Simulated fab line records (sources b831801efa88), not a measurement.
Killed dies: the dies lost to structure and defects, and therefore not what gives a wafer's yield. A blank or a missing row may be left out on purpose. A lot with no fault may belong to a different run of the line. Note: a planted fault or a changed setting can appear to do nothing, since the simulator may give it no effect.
A struck lot beside a sound one    flow sky130    44 out of 708 route steps
Sound: the wafers L292.4, L292.5, L292.6. Wafers struck: L291.1, L291.2, L291.6. At the end, the cause is stated.
Per side, at each step with rows, come the tool, then ch with its chambers, and then its first start. Under that, the readings that differ: sound wafers    struck wafers    difference of the means    sigmas: that difference in standard deviations of wafers without a fault.
alike: words and numbers the same on both sides, and readings whose means are apart by under 2 such deviations; not compared: readings that were withheld, readings missing a value for some wafer, numbers with overlapping values and no deviation given by the record, and bounds like >300 which may hide the same value.
The two part at a step that has a row with sigmas, a row that says differs or no value, or rows on one side only. Numbers that don't overlap but have no deviation are shown without sigmas and don't part them. Lack of a reading on every wafer of one side parts them only where that side has two or more wafers.

first, 2 steps without rows for these wafers: SKY_DNWELL_DEVELOP_06 (develop time 60 s); SKY_DNWELL_IMPLANT_07.
SKY_DNWELL_STRIP_08: strips in O2/N2.
  sound on plasma-asher-03 ch 0,1, day 6 18:03; struck on plasma-asher-03 ch 0,1, day 6 14:35
  alike: drypump-motor-current-A, oes-product-au, strip-time-to-endpoint-s
  not compared: rf-hours-counter-h
SKY_DNWELL_TW_MEAS_09:
  struck on film-metro-03, day 6 14:41; sound on film-metro-02, day 6 18:09
  alike: DNWELL_TW
then, 7 steps without rows for these wafers: SKY_PWDE_DEHYDRATE_00 (time 60 s); SKY_PWDE_HMDS_01 (prime time 60 s); SKY_PWDE_COAT_02 (resist thk 3000 nm); SKY_PWDE_SOFTBAKE_03; SKY_PWDE_EXPOSE_04 (exposes mask PWDEM, target cd 840 nm); SKY_PWDE_PEB_05; SKY_PWDE_DEVELOP_06 (develop time 60 s).
SKY_PWDE_OVL_MEAS_07:
  struck on overlay-02, day 7 09:50; sound on overlay-01, day 7 12:50
  alike: PWDE_OVL
SKY_PWDE_IMPLANT_08:
  sound on implanter-04 ch 0, day 7 12:56; struck on implanter-02 ch 0, day 7 09:52
reading             sound                         struck                         difference  sigmas
dose-ions-cm2       3.588e+12 3.59e+12 3.593e+12  3.368e+12 3.369e+12 3.367e+12  -2.223e+11  -49
faraday-current-uA  20.3 19.8 20.5                18.9 19.5 18.7                 -1.2        -3
  alike: beam-energy-keV
SKY_PWDE_STRIP_09: strips in O2/N2.
  sound on plasma-asher-01 ch 0,1, day 7 13:02; struck on plasma-asher-02 ch 0,1, day 7 10:01
reading                       sound              struck             difference  sigmas
strip-time-to-endpoint-s (s)  36.74 36.94 36.81  37.09 37.07 37.10  +0.26       +2
  alike: drypump-motor-current-A, oes-product-au
  not compared: rf-hours-counter-h
SKY_PWDE_TW_MEAS_10:
  struck on film-metro-04, day 7 10:07; sound on film-metro-04, day 7 13:08
reading  sound              struck             difference  sigmas
PWDE_TW  375.2 373.2 372.0  367.6 366.8 367.0  -6.3        -3
then, 7 steps without rows for these wafers: SKY_NWELL_DEHYDRATE_03 (time 60 s); SKY_NWELL_HMDS_04 (prime time 60 s); SKY_NWELL_COAT_05 (resist thk 3000 nm); SKY_NWELL_SOFTBAKE_06; SKY_NWELL_EXPOSE_07 (exposes mask NWM, target cd 840 nm); SKY_NWELL_PEB_08; SKY_NWELL_DEVELOP_09 (develop time 60 s).
SKY_NWELL_OVL_MEAS_10:
  struck on overlay-01, day 8 05:22; sound on overlay-01, day 8 09:29
  alike: NWELL_00_OVL
then, 3 steps without rows for these wafers: SKY_NWELL_IMPLANT_11; SKY_NWELL_IMPLANT_12; SKY_NWELL_IMPLANT_13.
SKY_NWELL_STRIP_14: strips in O2/N2.
  sound on plasma-asher-02 ch 0,1, day 8 09:59; struck on plasma-asher-02 ch 0,1, day 8 05:51
  alike: drypump-motor-current-A, oes-product-au, strip-time-to-endpoint-s
  not compared: rf-hours-counter-h
SKY_NWELL_TW_MEAS_15:
  struck on film-metro-04, day 8 05:57; sound on film-metro-04, day 8 10:05
  alike: NWELL_TW
then, 7 steps without rows for these wafers: SKY_NWELL_DEHYDRATE_16 (time 60 s); SKY_NWELL_HMDS_17 (prime time 60 s); SKY_NWELL_COAT_18 (resist thk 3000 nm); SKY_NWELL_SOFTBAKE_19; SKY_NWELL_EXPOSE_20 (exposes mask NWM COMPLEMENT, target cd 840 nm); SKY_NWELL_PEB_21; SKY_NWELL_DEVELOP_22 (develop time 60 s).
SKY_NWELL_OVL_MEAS_23:
  struck on overlay-02, day 9 02:04; sound on overlay-01, day 9 06:59
  alike: NWELL_01_OVL
after that, 1 step had no rows for these wafers: SKY_NWELL_IMPLANT_24.
SKY_NWELL_STRIP_25: strips in O2/N2.
  sound on plasma-asher-02 ch 0,1, day 9 07:11; struck on plasma-asher-04 ch 0,1, day 9 02:15
  alike: drypump-motor-current-A, oes-product-au, strip-time-to-endpoint-s
  not compared: rf-hours-counter-h
SKY_NWELL_TW_MEAS_26:
  struck on film-metro-02, day 9 02:21; sound on film-metro-03, day 9 07:17
  alike: NWELL_2_TW
then, 1 step without rows for these wafers: SKY_NWELL_CLEAN_27 (cleans in SC1/SC2, time 150 s).
SKY_NWELL_RTA_28: time 30 s.
  sound on rtp-anneal-02 ch 0, day 9 07:25; struck on rtp-anneal-01 ch 0, day 9 02:28
  alike: lamp-power-pct, wafer_temp_C_max
SKY_NWELL_RS_MEAS_29: uses a four-point probe to measure.
  struck on film-metro-04, day 9 02:34; sound on film-metro-04, day 9 07:31
  alike: NWELL_RS
SKY_NWELL_RS_MEAS_31: uses a four-point probe to measure.
  struck on film-metro-04, day 9 02:49; sound on film-metro-04, day 9 07:46
reading           sound           struck          difference  sigmas
PWDE_RS (ohm/sq)  5282 5291 5283  5547 5573 5536  +267        +16
-- the record jumps here: 40 days lie between the struck wafers' starts before and after (it left off in module NWELL and takes up again in module PAD_OPEN, whose first step shown is number 708 of the route) --
SKY_PAD_OPEN_PROBE_99:
  struck on prober-02, day 49 14:32; sound on prober-01, day 49 15:53
reading                                    sound           struck          difference  sigmas
model.etest.res-pwde-under-gate.rs-ohm-sq  6167 6121 6166  6512 6580 6508  +382        
  alike: killed_at_M0_to_M3, killed_at_M4_up, killed-at-contacts, killed-at-front-end, killed-at-other, killed-dies, killed-open, killed-short

WHERE THEY PART
Earliest at SKY_PWDE_IMPLANT_08; latest, in this record, at SKY_NWELL_RS_MEAS_31. Later steps at which nothing parts them and some readings are alike: SKY_PAD_OPEN_PROBE_99.

WHY: whatever the simulator had introduced
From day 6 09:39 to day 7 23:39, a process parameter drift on implanter-02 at SKY_PWDE_IMPLANT_08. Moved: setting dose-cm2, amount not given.
